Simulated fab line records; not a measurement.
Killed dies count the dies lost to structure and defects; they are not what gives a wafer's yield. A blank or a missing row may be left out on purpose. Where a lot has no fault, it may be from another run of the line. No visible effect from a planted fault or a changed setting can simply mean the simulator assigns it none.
What tool caused it? :: flow gf180mcu :: 12 lots, 36 wafers sampled, at 5 steps of a route of 602

## WHAT THE GAUGES SHOWED, per wafer
GF_DNWELL_TW_MEAS_09. Usual: DNWELL_TW 1369, standard deviation 9.6.
lot: L112
measured: day 2 19:26
on: filmMetro-01
DNWELL_TW: 1380 1375 1383
flag: 

lot: L113
measured: day 2 23:50
on: filmMetro-01
DNWELL_TW: 1379 1375 1380
flag: 

lot: L114
measured: day 3 04:44
on: filmMetro-04
DNWELL_TW: 1379 1381 1381
flag: 

lot: L115
measured: day 3 11:38
on: filmMetro-03
DNWELL_TW: 1351 1354 1357
flag: 

lot: L117
measured: day 3 19:59
on: filmMetro-03
DNWELL_TW: 1362 1350 1345
flag: 

lot: L118
measured: day 4 02:41
on: filmMetro-03
DNWELL_TW: 1354 1349 1348
flag: 

lot: L120
measured: day 4 14:32
on: filmMetro-04
DNWELL_TW: 1371 1370 1366
flag: 

lot: L123
measured: day 5 06:35
on: filmMetro-04
DNWELL_TW: 1363 1373 1373
flag: 

lot: L126
measured: day 5 21:59
on: filmMetro-04
DNWELL_TW: 1378 1378 1381
flag: 

lot: L131
measured: day 6 23:29
on: filmMetro-01
DNWELL_TW: 1382 1372 1384
flag: 

lot: L133
measured: day 7 16:06
on: filmMetro-04
DNWELL_TW: 1378 1367 1379
flag: 

lot: L135
measured: day 8 02:58
on: filmMetro-01
DNWELL_TW: 1367 1368 1377
flag: 

GF_LVPWELL_TW_MEAS_11. Usual: LVPWELL_TW 564, standard deviation 3.3.
lot: L112
measured: day 3 21:49
on: filmMetro-04
LVPWELL_TW: 566 563 565
flag: 

lot: L113
measured: day 4 03:52
on: filmMetro-04
LVPWELL_TW: 567 565 566
flag: 

lot: L114
measured: day 4 07:14
on: filmMetro-04
LVPWELL_TW: 567 565 568
flag: 

lot: L115
measured: day 4 15:19
on: filmMetro-02
LVPWELL_TW: 560 561 564
flag: 

lot: L117
measured: day 4 23:59
on: filmMetro-04
LVPWELL_TW: 564 566 565
flag: 

lot: L118
measured: day 5 07:08
on: filmMetro-04
LVPWELL_TW: 565 565 567
flag: 

lot: L120
measured: day 5 19:32
on: filmMetro-03
LVPWELL_TW: 559 562 559
flag: 

lot: L123
measured: day 6 12:22
on: filmMetro-03
LVPWELL_TW: 564 564 562
flag: 

lot: L126
measured: day 7 04:14
on: filmMetro-04
LVPWELL_TW: 567 566 566
flag: 

lot: L131
measured: day 8 08:07
on: filmMetro-04
LVPWELL_TW: 562 564 561
flag: 

lot: L133
measured: day 9 01:18
on: filmMetro-03
LVPWELL_TW: 560 560 560
flag: 

lot: L135
measured: day 9 14:13
on: filmMetro-03
LVPWELL_TW: 559 561 562
flag: 

GF_VT_IMPLANT_TW_MEAS_10. Usual: VT_IMPLANT_TW 572, standard deviation 3.5.
lot: L112
measured: day 5 17:26
on: filmMetro-02
VT_IMPLANT_TW: 564 566 567
flag: 

lot: L113
measured: day 6 00:18
on: filmMetro-04
VT_IMPLANT_TW: 577 570 570
flag: 

lot: L114
measured: day 6 02:17
on: filmMetro-01
VT_IMPLANT_TW: 574 573 572
flag: 

lot: L115
measured: day 6 10:23
on: filmMetro-04
VT_IMPLANT_TW: 571 570 571
flag: 

lot: L117
measured: day 6 19:07
on: filmMetro-04
VT_IMPLANT_TW: 571 571 574
flag: 

lot: L118
measured: day 7 04:10
on: filmMetro-01
VT_IMPLANT_TW: 575 576 572
flag: 

lot: L120
measured: day 7 16:12
on: filmMetro-04
VT_IMPLANT_TW: 568 570 569
flag: 

lot: L123
measured: day 8 12:25
on: filmMetro-02
VT_IMPLANT_TW: 575 574 571
flag: 

lot: L126
measured: day 9 04:56
on: filmMetro-02
VT_IMPLANT_TW: 575 573 573
flag: 

lot: L131
measured: day 10 13:31
on: filmMetro-04
VT_IMPLANT_TW: 566 563 569
flag: 

lot: L133
measured: day 11 08:19
on: filmMetro-01
VT_IMPLANT_TW: 573 571 573
flag: 

lot: L135
measured: day 11 20:50
on: filmMetro-01
VT_IMPLANT_TW: 569 570 572
flag: 

## WHICH TOOL RAN EACH LOT (tool, then ch and the chambers of the sampled wafers, then the start)
lot: L112
GF_STI_ETCH_13: rieDiel-01 ch 1,2,3, day 2 01:06
GF_STI_STRIP_15: plasmaAsher-02 ch 0,1, day 2 01:16

lot: L113
GF_STI_ETCH_13: rieDiel-01 ch 0,1,2, day 2 06:04
GF_STI_STRIP_15: plasmaAsher-03 ch 0,1, day 2 06:13

lot: L114
GF_STI_ETCH_13: rieDiel-04 ch 0,1,2, day 2 11:12
GF_STI_STRIP_15: plasmaAsher-03 ch 0,1, day 2 11:22

lot: L115
GF_STI_ETCH_13: rieDiel-03 ch 0,3, day 2 16:54
GF_STI_STRIP_15: plasmaAsher-03 ch 0,1, day 2 17:05

lot: L117
GF_STI_ETCH_13: rieDiel-03 ch 0,3, day 3 02:18
GF_STI_STRIP_15: plasmaAsher-01 ch 0,1, day 3 02:27

lot: L118
GF_STI_ETCH_13: rieDiel-03 ch 0,1,2, day 3 08:10
GF_STI_STRIP_15: plasmaAsher-03 ch 1, day 3 08:19

lot: L120
GF_STI_ETCH_13: rieDiel-03 ch 1,2, day 3 18:56
GF_STI_STRIP_15: plasmaAsher-01 ch 0,1, day 3 19:08

lot: L123
GF_STI_ETCH_13: rieDiel-01 ch 0,1, day 4 11:31
GF_STI_STRIP_15: plasmaAsher-02 ch 0,1, day 4 11:40

lot: L126
GF_STI_ETCH_13: rieDiel-03 ch 0,1,2, day 5 02:01
GF_STI_STRIP_15: plasmaAsher-03 ch 1, day 5 02:10

lot: L131
GF_STI_ETCH_13: rieDiel-04 ch 1,2,3, day 6 02:24
GF_STI_STRIP_15: plasmaAsher-02 ch 0, day 6 02:33

lot: L133
GF_STI_ETCH_13: rieDiel-04 ch 0,2, day 6 18:24
GF_STI_STRIP_15: plasmaAsher-01 ch 0,1, day 6 18:35

lot: L135
GF_STI_ETCH_13: rieDiel-04 ch 2,3, day 7 03:30
GF_STI_STRIP_15: plasmaAsher-02 ch 0,1, day 7 03:39
- GF_STI_ETCH_13: etches the open film in CHF3/O2, stops on Si, target depth 282.31 nm, time 112.9 s.
- GF_STI_STRIP_15: strips in O2/N2.

## WHAT THE TOOLS THEMSELVES READ (means of the sampled wafers that have a number; where no wafer has one, the mark that the record gives instead)
GF_STI_ETCH_13. Usual: drypumpMotorCurrentA 5.7 A, standard deviation 0.53; oesProductAu 0.836 a.u., standard deviation 0.005; rfFwdPowerW 596.7 W, standard deviation 2; throttleValvePct 8.810 %, standard deviation 0.0086.
lot: L112
tool: rieDiel-01
drypumpMotorCurrentA (A): 5.5
oesProductAu (a.u.): 0.834
rfFwdPowerW (W): 598.3
throttleValvePct (%): 8.812
flag: 

lot: L113
tool: rieDiel-01
drypumpMotorCurrentA (A): 5.6
oesProductAu (a.u.): 0.840
rfFwdPowerW (W): 596.4
throttleValvePct (%): 8.809
flag: 

lot: L114
tool: rieDiel-04
drypumpMotorCurrentA (A): 5.9
oesProductAu (a.u.): 0.836
rfFwdPowerW (W): 597.2
throttleValvePct (%): 8.811
flag: 

lot: L115
tool: rieDiel-03
drypumpMotorCurrentA (A): 5.4
oesProductAu (a.u.): 0.839
rfFwdPowerW (W): 596.1
throttleValvePct (%): 8.807
flag: 

lot: L117
tool: rieDiel-03
drypumpMotorCurrentA (A): 5.0
oesProductAu (a.u.): 0.839
rfFwdPowerW (W): 596.0
throttleValvePct (%): 8.819
flag: 

lot: L118
tool: rieDiel-03
drypumpMotorCurrentA (A): 5.9
oesProductAu (a.u.): 0.837
rfFwdPowerW (W): 597.4
throttleValvePct (%): 8.802
flag: 

lot: L120
tool: rieDiel-03
drypumpMotorCurrentA (A): 5.9
oesProductAu (a.u.): 0.836
rfFwdPowerW (W): 596.6
throttleValvePct (%): 8.809
flag: 

lot: L123
tool: rieDiel-01
drypumpMotorCurrentA (A): 6.1
oesProductAu (a.u.): 0.837
rfFwdPowerW (W): 594.4
throttleValvePct (%): 8.813
flag: 

lot: L126
tool: rieDiel-03
drypumpMotorCurrentA (A): 5.9
oesProductAu (a.u.): 0.809
rfFwdPowerW (W): 596.4
throttleValvePct (%): 8.804
flag: OFF

lot: L131
tool: rieDiel-04
drypumpMotorCurrentA (A): 5.7
oesProductAu (a.u.): 0.837
rfFwdPowerW (W): 595.8
throttleValvePct (%): 8.806
flag: 

lot: L133
tool: rieDiel-04
drypumpMotorCurrentA (A): 5.9
oesProductAu (a.u.): 0.828
rfFwdPowerW (W): 596.9
throttleValvePct (%): 8.810
flag: 

lot: L135
tool: rieDiel-04
drypumpMotorCurrentA (A): 5.7
oesProductAu (a.u.): 0.832
rfFwdPowerW (W): 597.2
throttleValvePct (%): 8.815
flag: 

GF_STI_STRIP_15. Usual: drypumpMotorCurrentA 5.6 A, standard deviation 0.38; heaterPowerW 323 W, standard deviation 31; n2FlowSccm 300.1 sccm, standard deviation 0.89; oesProductAu 0.383 a.u., standard deviation 0.0047; stripTimeToEndpointS 3.71 s, standard deviation 0.055.
lot: L112
tool: plasmaAsher-02
drypumpMotorCurrentA (A): 5.1
heaterPowerW (W): 353
n2FlowSccm (sccm): 300.6
oesProductAu (a.u.): 0.383
stripTimeToEndpointS (s): 3.69
flag: 

lot: L113
tool: plasmaAsher-03
drypumpMotorCurrentA (A): 5.9
heaterPowerW (W): 311
n2FlowSccm (sccm): 300.3
oesProductAu (a.u.): 0.385
stripTimeToEndpointS (s): 3.73
flag: 

lot: L114
tool: plasmaAsher-03
drypumpMotorCurrentA (A): 6.0
heaterPowerW (W): 288
n2FlowSccm (sccm): 300.7
oesProductAu (a.u.): 0.386
stripTimeToEndpointS (s): 3.71
flag: 

lot: L115
tool: plasmaAsher-03
drypumpMotorCurrentA (A): 6.0
heaterPowerW (W): 290
n2FlowSccm (sccm): 300.2
oesProductAu (a.u.): 0.384
stripTimeToEndpointS (s): 3.75
flag: 

lot: L117
tool: plasmaAsher-01
drypumpMotorCurrentA (A): 5.8
heaterPowerW (W): 333
n2FlowSccm (sccm): 299.6
oesProductAu (a.u.): 0.387
stripTimeToEndpointS (s): 3.78
flag: 

lot: L118
tool: plasmaAsher-03
drypumpMotorCurrentA (A): 5.8
heaterPowerW (W): 334
n2FlowSccm (sccm): 300.2
oesProductAu (a.u.): 0.383
stripTimeToEndpointS (s): 3.69
flag: 

lot: L120
tool: plasmaAsher-01
drypumpMotorCurrentA (A): 5.8
heaterPowerW (W): 337
n2FlowSccm (sccm): 300.8
oesProductAu (a.u.): 0.381
stripTimeToEndpointS (s): 3.64
flag: 

lot: L123
tool: plasmaAsher-02
drypumpMotorCurrentA (A): 5.2
heaterPowerW (W): 336
n2FlowSccm (sccm): 300.4
oesProductAu (a.u.): 0.390
stripTimeToEndpointS (s): 3.71
flag: 

lot: L126
tool: plasmaAsher-03
drypumpMotorCurrentA (A): 5.8
heaterPowerW (W): 333
n2FlowSccm (sccm): 299.5
oesProductAu (a.u.): 0.376
stripTimeToEndpointS (s): 3.52
flag: OFF

lot: L131
tool: plasmaAsher-02
drypumpMotorCurrentA (A): 5.3
heaterPowerW (W): 322
n2FlowSccm (sccm): 299.4
oesProductAu (a.u.): 0.382
stripTimeToEndpointS (s): 3.74
flag: 

lot: L133
tool: plasmaAsher-01
drypumpMotorCurrentA (A): 5.8
heaterPowerW (W): 334
n2FlowSccm (sccm): 301.2
oesProductAu (a.u.): 0.389
stripTimeToEndpointS (s): 3.74
flag: 

lot: L135
tool: plasmaAsher-02
drypumpMotorCurrentA (A): 5.2
heaterPowerW (W): 331
n2FlowSccm (sccm): 300.1
oesProductAu (a.u.): 0.383
stripTimeToEndpointS (s): 3.75
flag: 

## THE ANSWER, worked out from the rows above alone
Rule: a lot counts as off when the mean over its wafers that have a number is more than 3 standard deviations away from the usual mean. A lot without any number at a reading at which 4 lots or more have one is off too. Where the step has rows for the other lots, those lots are counted as sound. First the gauges in route order, then the tools' own readings, where a lot's mean is used as printed above. The first step at which some lot is off is used, and at that step the reading that is off furthest; a lot without a number counts as furthest.
Off: L126 (GF_STI_ETCH_13, oesProductAu).
If a tool, at that step or one of the process steps before it, ran each lot that is off and ran no sound lot following the first of them, it fits. One candidate fits, namely rieDiel-03 at GF_STI_ETCH_13. A fault onset in the window from L120 (day 3 18:56, its last sound lot) to L126 (day 5 02:01, its first lot off) fits.
The tool's own readings at GF_STI_ETCH_13 bear it out: on the lots that are off they differ by more than 5 times the standard deviation of the sound lots' means. oesProductAu reads 0.809 a.u. there against 0.836 a.u. on the sound lots.

## WHAT THE SIMULATOR HAD INSERTED
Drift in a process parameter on rieDiel-03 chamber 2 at GF_STI_ETCH_13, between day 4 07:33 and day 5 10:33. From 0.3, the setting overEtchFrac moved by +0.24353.
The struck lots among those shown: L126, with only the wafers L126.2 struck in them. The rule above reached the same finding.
